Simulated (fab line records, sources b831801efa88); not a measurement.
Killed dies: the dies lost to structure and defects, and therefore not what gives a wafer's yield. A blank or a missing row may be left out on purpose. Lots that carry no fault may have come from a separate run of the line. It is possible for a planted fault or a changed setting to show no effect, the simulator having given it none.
Which tool is to blame? -- flow sky130 -- 33 wafers from 11 lots sampled at 3 of the route's 708 steps

== WHAT THE GAUGES READ, wafer by wafer ==
SKY_METAL3_CD_MEAS_13: target cd 300 nm.
lot,measured,on,cd-nm (nm)
L977,day 38 11:57,cd-sem-02,298.8 300.2 299.7
L983,day 40 07:02,cd-sem-02,299.1 298.9 298.8
L986,day 41 14:36,cd-sem-02,298.5 297.7 298.4
L988,day 42 08:01,cd-sem-02,299.8 301.2 299.9
L989,day 42 14:26,cd-sem-02,306.2 306.7 305.5
L991,day 43 01:52,cd-sem-02,307.3 306.9 308.6
L992,day 43 07:38,cd-sem-02,304.8 305.6 305.9
L994,day 43 20:14,cd-sem-02,299.0 300.3 299.3
L996,day 44 04:59,cd-sem-02,299.1 300.2 300.1
L998,day 44 16:14,cd-sem-02,299.9 299.7 300.7
L100,day 44 23:53,cd-sem-01,298.6 298.8 299.6

== WHAT TOOL EACH LOT RAN ON (gives the tool, then ch and the chambers of the sampled wafers, and finally the start) ==
lot,SKY_CAPM_STRIP_14,SKY_METAL3_EXPOSE_10
L977,"plasma-asher-04 ch 0,1, day 37 08:58","krf-scanner-01 ch 0, day 37 23:52"
L983,"plasma-asher-03 ch 0,1, day 39 06:44","krf-scanner-01 ch 0, day 39 18:54"
L986,"plasma-asher-03 ch 0,1, day 40 14:16","krf-scanner-01 ch 0, day 41 03:40"
L988,"plasma-asher-03 ch 0,1, day 41 07:49","krf-scanner-02 ch 0, day 41 19:58"
L989,"plasma-asher-04 ch 0,1, day 41 14:10","krf-scanner-01 ch 0, day 42 03:24"
L991,"plasma-asher-03 ch 0,1, day 42 02:40","krf-scanner-01 ch 0, day 42 14:44"
L992,"plasma-asher-03 ch 0,1, day 42 09:13","krf-scanner-01 ch 0, day 42 20:33"
L994,"plasma-asher-01 ch 0,1, day 42 21:11","krf-scanner-02 ch 0, day 43 09:38"
L996,"plasma-asher-03 ch 0,1, day 43 06:17","krf-scanner-02 ch 0, day 43 17:56"
L998,"plasma-asher-03 ch 0,1, day 43 17:41","krf-scanner-02 ch 0, day 44 06:03"
L100,"plasma-asher-04 ch 0,1, day 44 01:26","krf-scanner-02 ch 0, day 44 12:29"
- SKY_CAPM_STRIP_14: strips in O2/N2.
- SKY_METAL3_EXPOSE_10: exposes mask MM3, target cd 300 nm.

== WHAT THE TOOLS THEMSELVES READ (means of the sampled wafers that have a number; where no wafer has one, the mark that the record gives instead) ==
SKY_CAPM_STRIP_14.
lot,tool,drypump-motor-current-A (A),oes-product-au (a.u.),strip-time-to-endpoint-s (s)
L977,plasma-asher-04,5.6,0.712,12.61
L983,plasma-asher-03,5.8,0.709,12.62
L986,plasma-asher-03,5.7,0.710,12.65
L988,plasma-asher-03,5.8,0.713,12.61
L989,plasma-asher-04,5.6,0.710,12.62
L991,plasma-asher-03,5.8,0.713,12.64
L992,plasma-asher-03,5.7,0.707,12.60
L994,plasma-asher-01,5.5,0.712,12.70
L996,plasma-asher-03,5.8,0.715,12.52
L998,plasma-asher-03,5.8,0.711,12.67
L100,plasma-asher-04,5.6,0.703,12.64

SKY_METAL3_EXPOSE_10.
lot,tool,exposure-dose-mJ-cm2
L977,krf-scanner-01,27.98
L983,krf-scanner-01,27.99
L986,krf-scanner-01,27.98
L988,krf-scanner-02,27.96
L989,krf-scanner-01,26.89
L991,krf-scanner-01,27.08
L992,krf-scanner-01,27.14
L994,krf-scanner-02,27.99
L996,krf-scanner-02,28.01
L998,krf-scanner-02,27.99
L100,krf-scanner-02,28.03

== THE ANSWER, worked out from the rows above alone ==
Rule: the usual values come from the lots themselves. Put in order of their means at a reading, lots are off if they are a third of the lots or fewer, leave a main group of 4 or more, and stand apart from it by a gap of 3 or more times the standard deviation of the main group's means; of several such gaps the widest counts. Not used: any main group whose means are identical at the precision the tables above print for the reading. A lot without any number at a reading at which 4 lots or more have one is off too. The other lots that the step has rows for count as sound. After the gauges, taken in route order, come the tools' own readings; for these a lot's mean is taken, as printed above. The first step at which some lot is off is used, and at that step the reading that is off furthest; a lot without a number counts as furthest.
Off: L989, L991, L992 (SKY_METAL3_CD_MEAS_13, cd-nm). The main group: mean 299.4 nm, standard deviation 0.64.
If a tool, at a process step before that reading, ran all the lots that are off and no sound lot after the first of them, it fits. Not tried: the gauges at SKY_METAL3_CD_MEAS_13; whatever is off there is also off at SKY_METAL3_EXPOSE_10, on other tools, and gauge error can't account for it. One fits: SKY_METAL3_EXPOSE_10 on krf-scanner-01. Its last sound lot is L986 (day 41 03:40), its first lot that is off L989 (day 42 03:24): a fault that began between those two fits.
On the lots that are off, the tool's own readings at SKY_METAL3_EXPOSE_10 differ by more than 5 times the standard deviation of the sound lots' means, which bears it out; exposure-dose-mJ-cm2 reads 27.04 there versus 27.99 on the sound lots.

== WHAT WAS PUT IN BY THE SIMULATOR ==
Process parameter drift: krf-scanner-01, from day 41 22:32 on, at SKY_METAL3_EXPOSE_10. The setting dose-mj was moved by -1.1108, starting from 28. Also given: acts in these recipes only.
Lots struck among those shown: L989, L991, L992. This agrees with what the rule above found.
